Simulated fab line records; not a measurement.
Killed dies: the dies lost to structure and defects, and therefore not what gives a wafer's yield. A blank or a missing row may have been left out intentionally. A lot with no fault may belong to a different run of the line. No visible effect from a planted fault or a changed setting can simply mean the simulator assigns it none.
One fault seen from 2 desks || flow gf180mcu || each desk holds nothing but its own numbers, with what lay behind them at the end

METROLOGY DESK
What the gauges read, lot by lot, whatever tool the lot ran on: means of the sampled wafers that have a number. The brackets show how far a lot's mean lies from the usual mean; more than 4 standard deviations puts the lot out of limits, marked OUT.
Columns: A = V2_W_THK at GF_V2_THK_MEAS_25, usual 346 nm; B = M3_OVL at GF_M3_OVL_MEAS_15, usual -2 nm; C = V3_CVD_00_THK at GF_V3_THK_MEAS_01, usual 597 nm
{"lot": "L589", "first seen here": "day 20 06:02", "A": 346, "B": 1, "C": 594}
{"lot": "L590", "first seen here": "day 20 12:37", "A": 348, "B": -6, "C": 602}
{"lot": "L591", "first seen here": "day 21 01:20", "A": 345, "B": -1, "C": 595}
{"lot": "L593", "first seen here": "day 22 01:08", "A": 343, "B": -2, "C": 591}
{"lot": "L594", "first seen here": "day 22 05:22", "A": 344, "B": -1, "C": 600}
{"lot": "L596", "first seen here": "day 23 05:23", "A": 348, "B": 6, "C": 603}
{"lot": "L597", "first seen here": "day 23 08:33", "A": 348, "B": 0, "C": 596}
{"lot": "L606", "first seen here": "day 26 08:32", "A": 347, "B": 1, "C": 597}
{"lot": "L607", "first seen here": "day 26 16:02", "A": 345, "B": -6, "C": 608}
{"lot": "L608", "first seen here": "day 26 20:23", "A": 351, "B": 6, "C": 599}
{"lot": "L609", "first seen here": "day 27 06:52", "A": 348, "B": 0, "C": 594}
{"lot": "L610", "first seen here": "day 27 14:56", "A": 347, "B": -6, "C": 601}
{"lot": "L611", "first seen here": "day 27 21:25", "A": 341, "B": -0, "C": 586}
{"lot": "L612", "first seen here": "day 28 06:08", "A": 349, "B": 3, "C": 587}
Result from this desk: across the 14 lots, nothing is out of limits.

THE TOOL OWNER'S DESK: litho track-04
The tool's own readings at GF_M3_DEVELOP_13 (develop time 60 s): means of the sampled wafers that have a number, for each lot that ran on this tool. The brackets show how far a lot's mean lies from the usual mean; more than 4 standard deviations puts the lot out of limits, marked OUT.
Columns: A = developer temp C at GF_M3_DEVELOP_13, usual 20.99 C
{"lot": "L591", "first seen here": "day 22 01:14", "A": 20.80}
{"lot": "L593", "first seen here": "day 23 01:38", "A": 20.93}
{"lot": "L594", "first seen here": "day 23 05:04", "A": 21.06}
{"lot": "L596", "first seen here": "day 24 04:02", "A": "20.14 (-7.7) OUT"}
{"lot": "L597", "first seen here": "day 24 07:53", "A": "20.08 (-8.2) OUT"}
{"lot": "L608", "first seen here": "day 27 16:53", "A": 20.99}
This desk finds L596, L597 out of limits, L596 being first, at day 24 04:02 (developer temp C at GF_M3_DEVELOP_13). In limits: L591, L593, L594, L608.

BROUGHT TOGETHER
At day 24 04:02, on L596, L597, the tool owner's desk was in a position to raise an alarm.
Nothing out of limits was seen by the metrology desk.
The metrology desk has L596, L597 on record, within its limits.
All the named lots went through GF_M3_DEVELOP_13 on litho track-04.

WHAT WAS PUT IN BY THE SIMULATOR
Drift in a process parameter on litho track-04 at GF_M3_DEVELOP_13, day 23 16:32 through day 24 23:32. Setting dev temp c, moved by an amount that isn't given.
Lots struck among those shown: L596, L597.
Time in hours from fault onset to the first out-of-limits reading at each desk: the tool owner's desk, 12.
